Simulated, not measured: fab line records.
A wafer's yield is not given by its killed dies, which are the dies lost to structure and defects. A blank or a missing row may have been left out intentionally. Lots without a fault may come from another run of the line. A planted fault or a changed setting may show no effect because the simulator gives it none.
Struck lot and sound lot, side by side || flow sky130 || 21 out of 708 route steps
Sound: the wafers L453.1, L453.2, L453.5. Wafers L462.2, L462.3, L462.4 were the ones struck. The cause comes at the end.
Each step with rows lists, per side, the tool, then ch with its chambers, then its first start. Under that, the readings that differ: sound wafers || struck wafers || difference of the means || sigmas: that difference in standard deviations of wafers without a fault.
alike: readings with means less than 2 such deviations apart, plus words and numbers identical on both sides. not compared: withheld readings, readings lacking a value on some wafer, bounds such as >300 that could conceal the same value, and numbers that have no deviation in the record and whose values overlap.
A row with sigmas, a row that says differs or no value, or rows on one side alone: a step with any of these is where the two part. Non-overlapping numbers with no deviation appear without sigmas and do not part them. A reading missing from all wafers of one side parts the sides only when that side holds two or more wafers.

SKY_POLY_GATE_CD_MEAS_22:
  sound: cd-sem-01 at day 17 18:35; struck: cd-sem-02 at day 22 08:55
  alike: cd-nm
then, 7 steps without rows for these wafers: SKY_LDD_N_DEHYDRATE_00 (time 60 s); SKY_LDD_N_HMDS_01 (prime time 60 s); SKY_LDD_N_COAT_02 (resist thk 300 nm); SKY_LDD_N_SOFTBAKE_03 (time 60 s); SKY_LDD_N_EXPOSE_04 (exposes mask NTM, target cd 840 nm); SKY_LDD_N_PEB_05; SKY_LDD_N_DEVELOP_06 (develop time 60 s).
SKY_LDD_N_OVL_MEAS_07:
  sound: overlay-02 at day 19 01:07; struck: overlay-01 at day 23 15:33
{"reading": "LDD_N_OVL (nm)", "sound": "-3.0 -1.9 -4.2", "struck": "0.6 0.3 1.4", "difference": "+3.8", "sigmas": "+2"}
then, 3 steps without rows for these wafers: SKY_LDD_N_IMPLANT_08; SKY_LDD_N_IMPLANT_09; SKY_LDD_N_IMPLANT_10.
SKY_LDD_N_IMPLANT_11:
  sound on implanter-02 ch 0, day 19 01:36; struck on implanter-04 ch 0, day 23 16:04
{"reading": "beam-on-s (s)", "sound": "10.24 9.94 9.77", "struck": "50.61 48.85 49.09", "difference": "+39.53", "sigmas": "+99 or more"}
{"reading": "dose-ions-cm2", "sound": "7.496e+13 7.497e+13 7.499e+13", "struck": "4.2134e+14 4.2114e+14 4.2123e+14", "difference": "+3.4626e+14", "sigmas": "+99 or more"}
{"reading": "faraday-current-uA", "sound": "413 428 432", "struck": "469 489 482", "difference": "+56", "sigmas": "+7"}
then, 4 steps without rows for these wafers: SKY_LDD_N_IMPLANT_12; SKY_LDD_N_IMPLANT_13; SKY_LDD_N_IMPLANT_14; SKY_LDD_N_IMPLANT_15.
SKY_LDD_N_STRIP_16: strips in O2/N2.
  sound on plasma-asher-03 ch 0,1, day 19 02:21; struck on plasma-asher-01 ch 0,1, day 23 16:47
{"reading": "strip-time-to-endpoint-s (s)", "sound": "4.303 4.317 4.319", "struck": "5.177 5.176 5.187", "difference": "+0.867", "sigmas": "+54"}
  alike: drypump-motor-current-A, oes-product-au
  not compared: rf-hours-counter-h
SKY_LDD_N_TW_MEAS_17:
  sound: film-metro-02 at day 19 02:27; struck: film-metro-04 at day 23 16:53
{"reading": "LDD_N_TW", "sound": "2589 2606 2611", "struck": "2896 2884 2897", "difference": "+290", "sigmas": "+15"}
then, 1 step without rows for these wafers: SKY_LDD_P_DEHYDRATE_00 (time 60 s).
-- a jump in the record: the struck wafers' starts before and after are 26 days apart (it breaks off in module LDD_P and resumes in module PAD_OPEN, where the first step shown is number 708 of the route) --
SKY_PAD_OPEN_PROBE_99:
  sound: prober-01 at day 46 15:48; struck: prober-02 at day 49 15:20
{"reading": "killed-at-other", "sound": "0 0 0", "struck": "0 2 1", "difference": "+1", "sigmas": "+2"}
{"reading": "killed-dies", "sound": "74 74 88", "struck": "115 102 79", "difference": "+20", "sigmas": "+2"}
{"reading": "model.etest.tip-n.rs-ohm-sq", "sound": "444.5 443.5 444.3", "struck": "291.4 294.6 292.6", "difference": -151.2, "sigmas": ""}
{"reading": "model.etest.nfet_01v8.r-on-ohm-um", "sound": "851.7 823.8 866.6", "struck": "775.1 802.5 799.4", "difference": -55.0, "sigmas": ""}
{"reading": "model.etest.nfet_01v8_lvt.drive-ua-um", "sound": "561.1 574 544.5", "struck": "624 602.4 603.2", "difference": "+50", "sigmas": ""}
{"reading": "model.etest.nfet_01v8.drive-ua-um", "sound": "493.1 502.6 479.1", "struck": "546.2 527.6 530.4", "difference": "+43.1", "sigmas": ""}
{"reading": "model.etest.nfet_01v8_turned.drive-ua-um", "sound": "494.3 502.3 481.6", "struck": "549 522.9 534.7", "difference": "+43", "sigmas": ""}
{"reading": "model.etest.sram-nfet-pass.drive-ua-um", "sound": "468.4 489.7 455.8", "struck": "530.9 495.8 503.6", "difference": "+38.8", "sigmas": ""}
{"reading": "model.etest.nfet_01v8_swapped.drive-ua-um", "sound": "493.2 504.3 479.8", "struck": "545.2 518.6 522.8", "difference": "+36.4", "sigmas": ""}
  alike: killed_at_M0_to_M3, killed_at_M4_up, killed-at-contacts, killed-at-front-end, killed-open, killed-short
  not compared: model.etest.sram-nfet-pass.off-log10-a-um

## WHERE THEY PART
Last at SKY_PAD_OPEN_PROBE_99 as far as this record goes, first at SKY_LDD_N_OVL_MEAS_07.

WHY: what the simulator had put in
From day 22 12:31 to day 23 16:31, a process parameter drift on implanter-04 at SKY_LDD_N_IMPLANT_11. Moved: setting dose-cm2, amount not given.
